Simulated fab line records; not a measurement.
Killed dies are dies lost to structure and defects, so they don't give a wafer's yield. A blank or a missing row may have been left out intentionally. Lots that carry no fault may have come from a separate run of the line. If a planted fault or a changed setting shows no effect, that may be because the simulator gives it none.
fab line records	flow gf180mcu	part 1 of 2: steps 1 to 28 of 39
[record] lots = 5	wafers = 15	last-day = 34
route steps=602 shown V4@478 MIM@503
lots with no fault: from the same line, run without faults
start-h: start of the lot's first displayed wafer, in hours after the record's first day	wait-h: hours since the lot's step before	" the same as in the row above	L1.1+2: several wafers, shown together as one row	- no value, or no start was given	* or withheld: withheld	< > ~ a bound
route shown NAME@n: a module of which the file shows steps, and the number in the route of the first	usual: the fault-free wafers' mean and standard deviation	same: alike in all rows	chamber/n: place in a boat	sites: each site's reading	_std_site: the standard deviation of these	_edge_site: outer sites' mean less inner sites'	radius-mm: for every site, how far away it sits from the centre of the wafer	mask NAME#n: copy n	behind: the tool/chamber that last shaped the wafer	hold: what put the lot on hold/how long, in hours/how the hold closed	device: whichever transistor did not switch (one of n, p or np)	end of line: at the end of the route, the tests of the same wafers	step lacking rows: just its recipe	killed: at the first sort, the dies lost to defects and structure; wafer yield is something else	map: shows each die of a wafer: x if killed, . if not, _ if none is there
set.NAME: setting as actually run; set.NAME@STEP: the setting as run at that earlier step	model.NAME: the simulator's own value behind a step, which no gauge read
lots at some steps of the route; a table a step, a row a wafer
services: the hour from which a tool's chamber was out of use, counted from the record's first day as start-h (under 0 if before that day), plus the number of hours and why
[[steps]]
[step GF_V4_CVD_02]
[recipe] material = SiO2	target-thk-nm = 850	precursor = TEOS	temp-c = 400	time-s = 94.851	rf-w = 600
[usual] heater-power-w = 648/72
lot.wafer	tool	chamber	start-h	wait-h	heater-power-w
L077.3	pecvd-04	2	570.77	0.0	704
L077.5	"	1	"	"	714
L077.6	"	0	"	"	686
L086.3	pecvd-02	1	645.00	0.0	621
L086.4	"	2	"	"	805
L086.5	"	1	"	"	707
L088.2	pecvd-03	0	650.52	0.0	603
L088.3	"	1	"	"	584
L088.6	"	2	"	"	622
L091.1	pecvd-04	0	669.75	0.1	681
L091.3	"	2	"	"	709
L091.4	"	0	"	"	698
L094.1	pecvd-02	1	694.46	0.1	632
L094.5	"	1	"	"	702
L094.6	"	2	"	"	826
[step GF_V4_THK_MEAS_03]
[recipe] reads = SiO2_of_V4_CVD_02
[usual] V4_CVD_02_THK = 852/13
lot.wafer	tool	chamber	start-h	wait-h	V4_CVD_02_THK[nm]
L077.3	film-metro-03	-	570.86	0.1	832
L077.5	"	-	"	"	850
L077.6	"	-	"	"	865
L086.3	film-metro-03	-	645.09	0.1	858
L086.4	"	-	"	"	848
L086.5	"	-	"	"	867
L088.2	film-metro-04	-	650.60	0.0	858
L088.3	"	-	"	"	840
L088.6	"	-	"	"	876
L091.1	film-metro-01	-	669.85	0.1	828
L091.3	"	-	"	"	849
L091.4	"	-	"	"	849
L094.1	film-metro-03	-	694.53	0.0	841
L094.5	"	-	"	"	862
L094.6	"	-	"	"	843
[step GF_V4_CMP_04]
[recipe] material = SiO2	down-force-psi = 4	platen-rpm = 60	pad-velocity-m-s = 0.94248
[usual] motor-current-A = 11.6/1	slurry-flow-ml-min = 150.1/0.5	time-to-endpoint-s = 80/6.1
lot.wafer	tool	chamber	start-h	wait-h	motor-current-A	slurry-flow-ml-min	time-to-endpoint-s
L077.3	cmp-02	3	570.95	0.1	12.6	150.7	72
L077.5	"	2	"	"	11.5	149.9	85
L077.6	"	3	"	"	12.4	150.8	80
L086.4	cmp-01	3	645.13	0.0	9.9	149.5	74
L086.3	"	0	"	"	11.3	150.7	85
L086.5	"	0	"	"	10.8	150.6	85
L088.2	cmp-01	3	650.70	0.1	9.4	150.7	80
L088.3	"	0	"	"	11.2	151.0	77
L088.6	"	3	"	"	9.5	150.5	83
L091.3	cmp-01	2	669.91	0.0	11.8	150.6	73
L091.1	"	3	"	"	9.7	149.5	65
L091.4	"	0	"	"	11.5	150.5	80
L094.1	cmp-01	3	694.64	0.1	9.2	149.4	71
L094.5	"	2	"	"	12.8	150.0	82
L094.6	"	3	"	"	9.3	149.9	74
[step GF_V4_BOW_MEAS_05]
[recipe] mode = bow
[usual] V4_BOW = 132/6.8
lot.wafer	tool	chamber	start-h	wait-h	V4_BOW[um]
L077.3	film-metro-03	-	571.24	0.2	132
L077.5	"	-	"	"	134
L077.6	"	-	"	"	149
L086.3	film-metro-03	-	645.47	0.2	131
L086.4	"	-	"	"	140
L086.5	"	-	"	"	144
L088.2	film-metro-04	-	650.97	0.2	130
L088.3	"	-	"	"	128
L088.6	"	-	"	"	133
L091.1	film-metro-04	-	670.21	0.2	131
L091.3	"	-	"	"	121
L091.4	"	-	"	"	119
L094.1	film-metro-04	-	694.89	0.2	141
L094.5	"	-	"	"	139
L094.6	"	-	"	"	147
[step GF_V4_DEHYDRATE_06]
[recipe] temp-c = 200	time-s = 60
lot.wafer	tool	chamber	start-h	wait-h
L077.3+5+6	litho-track-04	0	581.62	10.4
L086.3+4+5	litho-track-01	0	654.65	9.2
L088.2+3+6	litho-track-01	0	660.43	9.4
L091.1+3+4	litho-track-02	0	678.85	8.6
L094.1+5+6	litho-track-02	0	703.75	8.8
[step GF_V4_HMDS_07]
[recipe] prime-time-s = 60	prime-temp-c = 120
lot.wafer	tool	chamber	start-h	wait-h
L077.3+5+6	litho-track-04	0	581.77	0.1
L086.3+4+5	litho-track-01	0	654.80	0.1
L088.2+3+6	litho-track-01	0	660.58	0.1
L091.1+3+4	litho-track-02	0	679.00	0.1
L094.1+5+6	litho-track-02	0	703.90	0.1
[step GF_V4_COAT_08]
[recipe] resist = BARC	temp-c = withheld	time-s = withheld	spin-rpm = withheld	resist-thk-nm = withheld
lot.wafer	tool	chamber	start-h	wait-h
L077.3+5+6	litho-track-04	0	581.92	0.1
L086.3+4+5	litho-track-01	0	654.95	0.1
L088.2+3+6	litho-track-01	0	660.73	0.1
L091.1+3+4	litho-track-02	0	679.15	0.1
L094.1+5+6	litho-track-02	0	704.05	0.1
[step GF_V4_COAT_09]
[recipe] resist = KrF	spin-rpm = withheld	resist-thk-nm = 1000
lot.wafer	tool	chamber	start-h	wait-h
L077.3+5+6	litho-track-04	0	-	-
L086.3+4+5	litho-track-01	0	-	-
L088.2+3+6	litho-track-01	0	-	-
L091.1+3+4	litho-track-02	0	-	-
L094.1+5+6	litho-track-02	0	-	-
[step GF_V4_SOFTBAKE_10]
[recipe] temp-c = 130	time-s = 60	resist = KrF
lot.wafer	tool	chamber	start-h	wait-h
L077.3+5+6	litho-track-04	0	-	-
L086.3+4+5	litho-track-01	0	-	-
L088.2+3+6	litho-track-01	0	-	-
L091.1+3+4	litho-track-02	0	-	-
L094.1+5+6	litho-track-02	0	-	-
[step GF_V4_EXPOSE_11]
[recipe] mask-id = Via4	target-cd-nm = 260	na = 0.68	source-shape = conventional	sigma-outer = 0.6	dose-mj = 38
[usual] focus-offset-nm = -0.1/0.55
[same] na = 0.68
lot.wafer	tool	chamber	start-h	wait-h	mask	focus-offset-nm
L077.3	krf-scanner-02	0	-	-	Via4#0	-0.1
L077.5	"	0	"	"	Via4#0	-0.1
L077.6	"	0	"	"	Via4#0	-0.1
L086.3	krf-scanner-02	0	-	-	Via4#0	-0.5
L086.4	"	0	"	"	Via4#0	-0.3
L086.5	"	0	"	"	Via4#0	-0.2
L088.2	krf-scanner-01	0	-	-	Via4#0	-0.9
L088.3	"	0	"	"	Via4#0	-0.5
L088.6	"	0	"	"	Via4#0	-0.4
L091.1	krf-scanner-01	0	-	-	Via4#0	-0.2
L091.3	"	0	"	"	Via4#0	0.0
L091.4	"	0	"	"	Via4#0	-0.2
L094.1	krf-scanner-01	0	-	-	Via4#0	-0.5
L094.5	"	0	"	"	Via4#0	-1.5
L094.6	"	0	"	"	Via4#0	-0.5
[step GF_V4_PEB_12]
[recipe] peb-temp-c = 135	peb-time-s = 90	resist = KrF
lot.wafer	tool	chamber	start-h	wait-h
L077.3+5+6	litho-track-02	0	-	-
L086.3+4+5	litho-track-02	0	-	-
L088.2+3+6	litho-track-02	0	-	-
L091.1+3+4	litho-track-01	0	-	-
L094.1+5+6	litho-track-04	0	-	-
[step GF_V4_DEVELOP_13]
[recipe] develop-time-s = 60	resist = KrF	dev-temp-c = 21
lot.wafer	tool	chamber	start-h	wait-h
L077.3+5+6	litho-track-02	0	593.25	0.1
L086.3+4+5	litho-track-02	0	664.70	0.1
L088.2+3+6	litho-track-02	0	670.67	0.2
L091.1+3+4	litho-track-01	0	688.40	0.2
L094.1+5+6	litho-track-04	0	713.17	0.2
[step GF_V4_CD_MEAS_14]
[recipe] target-cd-nm = 260
[usual] cd-nm = 259.8/1.5
lot.wafer	tool	chamber	start-h	wait-h	cd-nm
L077.3	cd-sem-01	-	593.39	0.1	261.4
L077.5	"	-	"	"	261.4
L077.6	"	-	"	"	261.2
L086.3	cd-sem-02	-	664.84	0.1	258.3
L086.4	"	-	"	"	258.1
L086.5	"	-	"	"	259.2
L088.2	cd-sem-02	-	670.82	0.1	261.0
L088.3	"	-	"	"	261.7
L088.6	"	-	"	"	261.6
L091.1	cd-sem-02	-	688.55	0.1	258.4
L091.3	"	-	"	"	259.1
L091.4	"	-	"	"	258.4
L094.1	cd-sem-02	-	713.32	0.1	257.9
L094.5	"	-	"	"	258.9
L094.6	"	-	"	"	257.6
[step GF_V4_OVL_MEAS_15]
[usual] V4_OVL = -1/6.4
lot.wafer	tool	chamber	start-h	wait-h	V4_OVL[nm]
L077.3	overlay-02	-	593.48	0.1	-2
L077.5	"	-	"	"	-5
L077.6	"	-	"	"	10
L086.3	overlay-01	-	664.93	0.1	1
L086.4	"	-	"	"	-12
L086.5	"	-	"	"	-1
L088.2	overlay-02	-	670.93	0.1	-2
L088.3	"	-	"	"	-1
L088.6	"	-	"	"	-1
L091.1	overlay-01	-	688.71	0.1	3
L091.3	"	-	"	"	1
L091.4	"	-	"	"	2
L094.1	overlay-02	-	713.44	0.1	-6
L094.5	"	-	"	"	3
L094.6	"	-	"	"	13
[step GF_V4_ETCH_16]
[recipe] chemistry = N2/H2	target-depth-a = withheld	overetch-a = withheld	time-s = withheld	target = BARC	ion-energy-ev = 200	source-w = 500	bias-w = 100	pressure-mtorr = 30	n2-flow-sccm = 100	h2-flow-sccm = 200
[usual] drypump-motor-current-A = 5.8/0.44	oes-product-au = 0.855/0.0045	throttle-valve-pct = 13.225/0.0093
lot.wafer	tool	chamber	start-h	wait-h	drypump-motor-current-A	oes-product-au	throttle-valve-pct
L077.3	rie-diel-04	1	593.51	0.0	5.7	0.859	13.221
L077.5	"	1	"	"	5.7	0.861	13.217
L077.6	"	2	"	"	5.5	0.856	13.229
L086.3	rie-diel-04	3	664.96	0.0	5.4	0.859	13.219
L086.4	"	1	"	"	5.7	0.862	13.217
L086.5	"	0	"	"	6.1	0.860	13.231
L088.2	rie-diel-04	1	670.96	0.0	5.7	0.860	13.219
L088.3	"	0	"	"	6.1	0.863	13.224
L088.6	"	1	"	"	5.7	0.857	13.217
L091.1	rie-diel-04	0	688.75	0.0	6.1	0.859	13.230
L091.3	"	1	"	"	5.7	0.856	13.208
L091.4	"	2	"	"	5.5	0.851	13.218
L094.1	rie-diel-02	2	713.48	0.0	5.8	0.867	13.228
L094.5	"	0	"	"	6.1	0.852	13.231
L094.6	"	1	"	"	5.4	0.848	13.227
[step GF_V4_ETCH_17]
[recipe] chemistry = C4F8/O2/Ar	mask-material = KrF	target = SiO2	stop-on = TiN	source-w = 1500	bias-w = 1200	pressure-mtorr = 40	c4f8-flow-sccm = withheld	O2_flow_sccm = 6	Ar_flow_sccm = 300	time-s = withheld	target-depth-a = 6300
[usual] oes-product-au = 0.856/0.005
lot.wafer	tool	chamber	start-h	wait-h	oes-product-au
L077.3	rie-diel-04	1	-	-	0.852
L077.5	"	1	"	"	0.855
L077.6	"	2	"	"	0.861
L086.3	rie-diel-04	3	-	-	0.864
L086.4	"	1	"	"	0.851
L086.5	"	0	"	"	0.862
L088.2	rie-diel-04	1	-	-	0.847
L088.3	"	0	"	"	0.858
L088.6	"	1	"	"	0.849
L091.1	rie-diel-04	0	-	-	0.861
L091.3	"	1	"	"	0.849
L091.4	"	2	"	"	0.857
L094.1	rie-diel-02	2	-	-	0.854
L094.5	"	0	"	"	0.852
L094.6	"	1	"	"	0.857
[step GF_V4_STRIP_18]
[recipe] chemistry = O2/N2	power-w = 1400	pressure-mtorr = 1500	platen-temp-c = 250	o2-flow-sccm = 3000	n2-flow-sccm = 300	overash-fraction = 0.5
[usual] drypump-motor-current-A = 5.7/0.75	heater-power-w = 331/20	oes-product-au = 0.593/0.0046
lot.wafer	tool	chamber	start-h	wait-h	drypump-motor-current-A	heater-power-w	oes-product-au	rf-hours-counter-h
L077.3	plasma-asher-02	1	593.67	-	6.8	330	0.595	-
L077.5	"	0	"	"	5.2	351	0.585	-
L077.6	"	1	"	"	6.7	327	0.591	-
L086.3	plasma-asher-04	0	665.12	-	4.7	331	0.596	-
L086.4	"	1	"	"	5.7	294	0.589	-
L086.5	"	1	"	"	5.7	295	0.593	-
L088.2	plasma-asher-02	0	671.08	-	5.2	345	0.587	107
L088.3	"	1	"	"	6.7	333	0.599	-
L088.6	"	0	"	"	5.2	349	0.592	-
L091.1	plasma-asher-04	0	688.88	-	4.7	329	0.599	60
L091.3	"	1	"	"	5.7	297	0.591	-
L091.4	"	0	"	"	4.7	333	0.594	-
L094.1	plasma-asher-04	1	713.61	-	5.7	304	0.594	62
L094.5	"	1	"	"	5.7	296	0.601	-
L094.6	"	0	"	"	4.7	330	0.586	-
[step GF_V4_STRIP_19]
[recipe] chemistry = post-etch-residue-remover	time-s = 1200	temp-c = 72.5
[usual] temp-c = 72.48/0.12
lot.wafer	tool	chamber	start-h	wait-h	temp-c
L077.3	wet-bench-03	0	593.74	0.0	72.63
L077.5	"	0	"	"	72.63
L077.6	"	0	"	"	72.59
L086.3	wet-bench-03	2	665.18	0.0	72.51
L086.4	"	2	"	"	72.51
L086.5	"	2	"	"	72.33
L088.2	wet-bench-03	1	671.18	0.1	72.31
L088.3	"	1	"	"	72.31
L088.6	"	1	"	"	72.36
L091.1	wet-bench-04	0	688.98	0.1	72.43
L091.3	"	0	"	"	72.64
L091.4	"	0	"	"	72.40
L094.1	wet-bench-02	1	713.71	0.1	72.51
L094.5	"	1	"	"	72.45
L094.6	"	1	"	"	72.49
[step GF_V4_CLEAN_20]
[recipe] chemistry = DIW	dry = n2-spin
lot.wafer	tool	chamber	start-h	wait-h
L077.3+5+6	wet-bench-02	2	594.08	0.0
L086.3+4+5	wet-bench-02	3	665.53	0.0
L088.2+3+6	wet-bench-04	2	671.53	0.0
L091.1+3+4	wet-bench-02	3	689.32	0.0
L094.1+5+6	wet-bench-03	2	714.11	0.0
[step GF_V4_SPUTTER_21]
[recipe] material = Ti	target-thk-nm = 15	chamber-pressure-pa = 5	power-w = 2500	substrate-temp-c = 200	time-s = 80.02
[usual] throttle-valve-pct = 30.5/1
lot.wafer	tool	chamber	start-h	wait-h	throttle-valve-pct
L077.3	pvd-sputter-03	-	594.17	0.0	31.4
L077.5	"	-	"	"	31.3
L077.6	"	-	"	"	30.2
L086.3	pvd-sputter-03	-	665.62	0.0	30.9
L086.4	"	-	"	"	30.7
L086.5	"	-	"	"	31.4
L088.2	pvd-sputter-04	-	671.73	0.0	30.5
L088.3	"	-	"	"	31.5
L088.6	"	-	"	"	30.1
L091.1	pvd-sputter-03	-	689.41	0.0	30.8
L091.3	"	-	"	"	31.6
L091.4	"	-	"	"	31.0
L094.1	pvd-sputter-02	-	714.21	0.0	30.5
L094.5	"	-	"	"	27.8
L094.6	"	-	"	"	29.2
[step GF_V4_SPUTTER_22]
[recipe] material = TiN	target-thk-nm = 10	chamber-pressure-pa = 5	power-w = 4000	time-s = 40
[usual] throttle-valve-pct = 30.5/1
lot.wafer	tool	chamber	start-h	wait-h	throttle-valve-pct
L077.3	pvd-sputter-03	-	594.23	0.0	31.6
L077.5	"	-	"	"	31.6
L077.6	"	-	"	"	30.7
L086.3	pvd-sputter-03	-	665.68	0.0	30.9
L086.4	"	-	"	"	30.6
L086.5	"	-	"	"	31.4
L088.2	pvd-sputter-04	-	671.79	0.0	30.6
L088.3	"	-	"	"	31.1
L088.6	"	-	"	"	30.1
L091.1	pvd-sputter-03	-	689.47	0.0	30.9
L091.3	"	-	"	"	31.5
L091.4	"	-	"	"	31.1
L094.1	pvd-sputter-02	-	714.27	0.0	30.3
L094.5	"	-	"	"	27.7
L094.6	"	-	"	"	29.3
[step GF_V4_CVD_23]
[recipe] material = W	target-thk-nm = 350	time-s = 104.9	temp-c = 400	pressure-torr = 40
[usual] heater-power-w = 929/68
lot.wafer	tool	chamber	start-h	wait-h	heater-power-w
L077.3	cvd-w-01	1	594.31	0.1	868
L077.5	"	0	"	"	1012
L077.6	"	1	"	"	840
L086.3	cvd-w-02	1	665.76	0.1	933
L086.4	"	0	"	"	884
L086.5	"	0	"	"	905
L088.2	cvd-w-02	0	671.83	0.0	886
L088.3	"	0	"	"	898
L088.6	"	1	"	"	973
L091.1	cvd-w-02	0	689.51	0.0	901
L091.3	"	0	"	"	894
L091.4	"	1	"	"	933
L094.1	cvd-w-01	1	714.31	0.0	851
L094.5	"	0	"	"	1026
L094.6	"	1	"	"	849
[step GF_V4_RS_MEAS_24]
[recipe] thk-meas-gauge = four-point-probe	reads = W_of_V4_CVD_23+TiN_of_V4_SPUTTER_22+Ti_of_V4_SPUTTER_21
[usual] V4_W_RS = 0.322/0.0065
lot.wafer	tool	chamber	start-h	wait-h	V4_W_RS[ohm/sq]
L077.3	film-metro-01	-	594.42	0.1	0.321
L077.5	"	-	"	"	0.315
L077.6	"	-	"	"	0.319
L086.3	film-metro-04	-	665.87	0.1	0.330
L086.4	"	-	"	"	0.319
L086.5	"	-	"	"	0.317
L088.2	film-metro-03	-	671.96	0.1	0.317
L088.3	"	-	"	"	0.320
L088.6	"	-	"	"	0.328
L091.1	film-metro-03	-	689.62	0.1	0.322
L091.3	"	-	"	"	0.322
L091.4	"	-	"	"	0.332
L094.1	film-metro-04	-	714.42	0.1	0.332
L094.5	"	-	"	"	0.311
L094.6	"	-	"	"	0.331
[step GF_V4_THK_MEAS_25]
[recipe] thk-meas-gauge = xrf	reads = W_of_V4_CVD_23
[usual] V4_W_THK = 367/8
lot.wafer	tool	chamber	start-h	wait-h	V4_W_THK[nm]
L077.3	film-metro-01	-	594.52	0.1	374
L077.5	"	-	"	"	382
L077.6	"	-	"	"	376
L086.3	film-metro-04	-	665.97	0.1	356
L086.4	"	-	"	"	369
L086.5	"	-	"	"	372
L088.2	film-metro-03	-	672.07	0.1	371
L088.3	"	-	"	"	370
L088.6	"	-	"	"	358
L091.1	film-metro-03	-	689.74	0.1	367
L091.3	"	-	"	"	369
L091.4	"	-	"	"	356
L094.1	film-metro-04	-	714.54	0.1	357
L094.5	"	-	"	"	380
L094.6	"	-	"	"	355
[step GF_V4_CMP_26]
[recipe] stop-on = SiO2	down-force-psi = 3.5	platen-rpm = 60	t-overpolish-s = 15	target-thk-nm = 0	pad-velocity-m-s = 0.94248
[usual] motor-current-A = 10.7/0.88	overpolish-run-s = 15.000/0.0089	slurry-flow-ml-min = 150.0/0.47	time-to-endpoint-s = 85/4.1
lot.wafer	tool	chamber	start-h	wait-h	motor-current-A	overpolish-run-s	slurry-flow-ml-min	time-to-endpoint-s
L077.3	cmp-01	2	594.71	0.2	11.6	15.001	148.8	82
L077.6	"	3	"	"	8.7	15.002	150.3	83
L077.5	"	0	"	"	10.5	15.019	149.4	86
L086.3	cmp-02	3	666.01	0.0	11.2	15.000	150.4	81
L086.4	"	1	"	"	12.1	14.997	149.3	90
L086.5	"	0	"	"	11.4	15.003	150.5	92
L088.3	cmp-02	2	672.12	0.0	10.9	15.017	149.2	89
L088.2	"	1	"	"	10.8	14.989	150.9	89
L088.6	"	3	"	"	11.3	14.997	149.6	78
L091.4	cmp-01	1	689.80	0.0	10.1	15.020	149.7	85
L091.1	"	2	"	"	11.8	14.989	149.8	83
L091.3	"	3	"	"	9.3	14.982	149.6	82
L094.1	cmp-01	2	714.75	0.2	10.6	14.997	149.6	80
L094.6	"	3	"	"	8.7	15.008	149.9	78
L094.5	"	0	"	"	10.6	15.011	149.8	85
[step GF_MIM_SPUTTER_00]
[recipe] material = Ti	target-thk-nm = 37.5	arriving-ion-energy-ev = 80	substrate-temp-c = 200	chamber-pressure-pa = 2	power-w = 4000	time-s = 150
[usual] throttle-valve-pct = 29.8/1.1
lot.wafer	tool	chamber	start-h	wait-h	throttle-valve-pct
L077.3	pvd-sputter-02	-	594.86	0.1	29.2
L077.5	"	-	"	"	28.0
L077.6	"	-	"	"	29.6
L086.3	pvd-sputter-04	-	666.31	0.2	31.3
L086.4	"	-	"	"	31.2
L086.5	"	-	"	"	31.5
L088.2	pvd-sputter-02	-	672.42	0.1	30.5
L088.3	"	-	"	"	29.5
L088.6	"	-	"	"	30.9
L091.1	pvd-sputter-01	-	690.10	0.2	29.2
L091.3	"	-	"	"	27.8
L091.4	"	-	"	"	29.9
L094.1	pvd-sputter-04	-	714.90	0.1	31.0
L094.5	"	-	"	"	30.2
L094.6	"	-	"	"	30.7
[step GF_MIM_SPUTTER_01]
[recipe] material = TiN	target-thk-nm = 30	power-w = 6500	time-s = 25	chamber-pressure-pa = 0.4
[usual] throttle-valve-pct = 29.8/1.1
lot.wafer	tool	chamber	start-h	wait-h	throttle-valve-pct
L077.3	pvd-sputter-02	-	594.96	0.1	29.5
L077.5	"	-	"	"	27.9
L077.6	"	-	"	"	29.3
L086.3	pvd-sputter-04	-	666.41	0.1	31.4
L086.4	"	-	"	"	31.3
L086.5	"	-	"	"	31.5
L088.2	pvd-sputter-02	-	672.52	0.1	30.5
L088.3	"	-	"	"	29.5
L088.6	"	-	"	"	30.9
L091.1	pvd-sputter-01	-	690.20	0.1	29.3
L091.3	"	-	"	"	27.8
L091.4	"	-	"	"	29.7
L094.1	pvd-sputter-04	-	715.00	0.1	31.4
L094.5	"	-	"	"	30.6
L094.6	"	-	"	"	30.7
[step GF_MIM_SPUTTER_02]
[recipe] material = AlCu	target-thk-nm = 450	power-w = 10600	time-s = 23.9	chamber-pressure-pa = 0.4
[usual] throttle-valve-pct = 29.8/1.1
lot.wafer	tool	chamber	start-h	wait-h	throttle-valve-pct
L077.3	pvd-sputter-02	-	594.99	0.0	29.0
L077.5	"	-	"	"	27.8
L077.6	"	-	"	"	29.4
L086.3	pvd-sputter-04	-	666.44	0.0	31.2
L086.4	"	-	"	"	31.6
L086.5	"	-	"	"	31.3
L088.2	pvd-sputter-02	-	672.55	0.0	30.4
L088.3	"	-	"	"	29.5
L088.6	"	-	"	"	30.9
L091.1	pvd-sputter-01	-	690.24	0.0	29.1
L091.3	"	-	"	"	27.8
L091.4	"	-	"	"	30.0
L094.1	pvd-sputter-04	-	715.03	0.0	31.4
L094.5	"	-	"	"	30.1
L094.6	"	-	"	"	30.7
